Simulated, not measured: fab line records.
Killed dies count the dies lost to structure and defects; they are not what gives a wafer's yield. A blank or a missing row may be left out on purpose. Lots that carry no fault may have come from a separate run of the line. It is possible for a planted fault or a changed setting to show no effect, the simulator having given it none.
A struck lot beside a sound one :: flow sky130 :: 14 steps out of a route of 708
Sound: the wafers L853.1, L853.2, L853.4. The struck wafers were L869.1, L869.4, L869.6. The cause comes at the end.
Each step with rows lists, per side, the tool, then ch with its chambers, then its first start. Under that, the readings that differ: sound wafers :: struck wafers :: difference of the means :: sigmas: that difference in standard deviations of wafers without a fault.
alike: same words and numbers on both sides, and readings whose means sit less than 2 such deviations apart. not compared: any withheld reading, any reading some wafer has no value for, any bound like >300 that may hide the same value, and any number with overlapping values for which the record gives no deviation.
The two part at a step that has a row with sigmas, a row that says differs or no value, or rows on one side only. When numbers do not overlap yet have no deviation, they are printed without sigmas and do not part them. Lack of a reading on every wafer of one side parts them only where that side has two or more wafers.

first, 4 steps without rows for these wafers: SKY_VIA3_SOFTBAKE_08 (time 90 s); SKY_VIA3_EXPOSE_09 (exposes mask VIM3, target cd 200 nm); SKY_VIA3_PEB_10; SKY_VIA3_DEVELOP_11 (develop time 60 s).
SKY_VIA3_CD_MEAS_12: target cd 200 nm.
  sound on cdSem-01, day 40 07:35; struck on cdSem-02, day 44 17:44
reading: cdNm (nm)
sound: 198.4 198.6 198.0
struck: 200.8 201.0 202.0
difference: +2.9
sigmas: +2
SKY_VIA3_OVL_MEAS_13:
  sound on overlay-01, day 40 07:43; struck on overlay-01, day 44 17:52
  alike: VIA3_OVL
SKY_VIA3_ETCH_14: etches BARC in N2/H2, stops on SiO2, time 45.9 s, target depth 60 nm.
  sound on rieDiel-03 ch 0,1,3, day 40 07:45; struck on rieDiel-03 ch 2,3, day 44 17:54
  alike: biasW, chamberPressureMTorr, drypumpMotorCurrentA, oesProductAu, rfFwdPowerW, throttleValvePct
  not compared: rfHoursCounterH
SKY_VIA3_ETCH_15: etches SiO2 in C4F8/O2/Ar, stops on TiN, target depth 507 nm, time 78 s.
  sound on rieDiel-03 ch 0,1,3, day 40 07:47; struck on rieDiel-03 ch 2,3, day 44 17:56
  alike: biasW, chamberPressureMTorr, oesProductAu, rfFwdPowerW
  not compared: rfHoursCounterH
SKY_VIA3_STRIP_16: strips in O2/N2.
  sound on plasmaAsher-02 ch 0,1, day 40 07:51; struck on plasmaAsher-02 ch 0,1, day 44 18:00
  alike: chamberPressureMTorr, drypumpMotorCurrentA, oesProductAu, stripTimeToEndpointS
  not compared: rfHoursCounterH
then, 3 steps without rows for these wafers: SKY_VIA3_STRIP_17 (strips in post etch residue remover, time 1200 s); SKY_VIA3_CLEAN_18 (cleans in IPA, time 180 s); SKY_VIA3_CLEAN_19 (cleans in O3/DIW).
SKY_VIA3_SPUTTER_20: material TiN, target thk 20 nm, time 80 s.
  sound on pvdSputter-02, day 40 08:26; struck on pvdSputter-02, day 44 18:38
reading: cathodeDcPowerW (W)
sound: 4000.1 3999.1 3999.6
struck: 4259.6 4260.1 4259.8
difference: +260.2
sigmas: +99 or more

reading: model.TiN_of_VIA3_SPUTTER_20.thkNm (nm)
sound: 20.09 19.81 20.18
struck: 21.18 21.4 21.6
difference: +1.37
sigmas: 
  alike: chamberPressurePa, throttleValvePct
SKY_VIA3_CVD_21: deposits W, target thk 390 nm, time 117.31 s.
  sound on cvdW-01 ch 0,1, day 40 08:30; struck on cvdW-01 ch 0,1, day 44 18:42
  alike: heaterPowerW

WHERE THEY PART
Last at SKY_VIA3_SPUTTER_20 as far as this record goes, first at SKY_VIA3_CD_MEAS_12. Later steps at which nothing parts them and some readings are alike: SKY_VIA3_CVD_21.

WHY: what the simulator had put in
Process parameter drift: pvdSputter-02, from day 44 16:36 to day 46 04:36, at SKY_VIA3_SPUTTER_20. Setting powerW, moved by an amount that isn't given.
